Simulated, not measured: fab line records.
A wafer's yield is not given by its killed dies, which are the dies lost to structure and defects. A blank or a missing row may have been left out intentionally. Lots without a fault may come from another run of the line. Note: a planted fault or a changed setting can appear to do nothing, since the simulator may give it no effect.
One fault through the eyes of 2 desks ; flow sky130 ; numbers are kept per desk, each desk with only its own; the story behind them comes last

== AT THE TOOL OWNER'S DESK: plasma asher-04 ==
The tool's own readings at SKY_SD_N_STRIP_11 (strips in O2/N2): means of the sampled wafers that have a number, for each lot that ran on this tool. A lot is out of limits, marked OUT, if its mean lies more than 4 standard deviations from the usual mean; the brackets give that distance.
Columns: A = chamber pressure mTorr at SKY_SD_N_STRIP_11, usual 1500.2 mTorr; B = drypump motor current A at SKY_SD_N_STRIP_11, usual 5.7 A; C = n2 flow sccm at SKY_SD_N_STRIP_11, usual 300.0 sccm; D = oes product au at SKY_SD_N_STRIP_11, usual 0.527 a.u.; E = strip time to endpoint s at SKY_SD_N_STRIP_11, usual 22.55 s
lot;first seen here;A;B;C;D;E
L774;day 28 23:51;1499.2;5.4;299.7;0.526;22.59
L783;day 32 00:52;1500.6;5.6;299.9;0.528;22.49
L793;day 35 01:49;1499.5;5.4;300.1;0.526;22.50
This desk's verdict: no lot among the 3 shows anything out of limits.

== AT THE METROLOGY DESK ==
Means of the sampled wafers that have a number, per lot and without regard to the tool the lot ran on: this is what the gauges read. A lot is out of limits, marked OUT, if its mean lies more than 4 standard deviations from the usual mean; the brackets give that distance.
Columns: A = POLY_CUT_OVL at SKY_POLY_CUT_OVL_MEAS_09, usual -2 nm; B = SD_N_OVL at SKY_SD_N_OVL_MEAS_08, usual -0.1 nm; C = SD_N_RS at SKY_SD_N_RS_MEAS_16, usual 68.50 ohm/sq; D = LI_CONTACT_BOW at SKY_LI_CONTACT_BOW_MEAS_03, usual 55 um
lot;first seen here;A;B;C;D
L774;day 25 06:46;-1;0.4;68.47;61
L777;day 26 11:41;-6;-0.9;68.61;56
L780;day 27 13:38;-0;-0.8;68.49;50
L781;day 28 00:34;0;-0.3;68.48;51
L782;day 28 02:46;-7;1.3;68.54;43
L783;day 28 12:23;1;-0.3;68.53;53
L785;day 29 01:59;-8;-0.2;68.38;57
L789;day 30 09:43;-8;2.4;68.38;53
L791;day 31 10:08;0;-2.6;68.46;61
L792;day 31 12:40;3;0.6;68.48;56
L793;day 31 15:32;2;0.3;68.40;58
L794;day 31 21:41;2;0.3;68.57;54
L795;day 32 10:43;-12;0.1;68.76;53
L796;day 32 19:32;3;-0.8;68.46;56
This desk's verdict: no lot among the 14 shows anything out of limits.

== ALL TOGETHER ==
Nothing out of limits was seen by the tool owner's desk.
The metrology desk saw nothing out of limits.

== WHAT HAD BEEN PUT IN BY THE SIMULATOR ==
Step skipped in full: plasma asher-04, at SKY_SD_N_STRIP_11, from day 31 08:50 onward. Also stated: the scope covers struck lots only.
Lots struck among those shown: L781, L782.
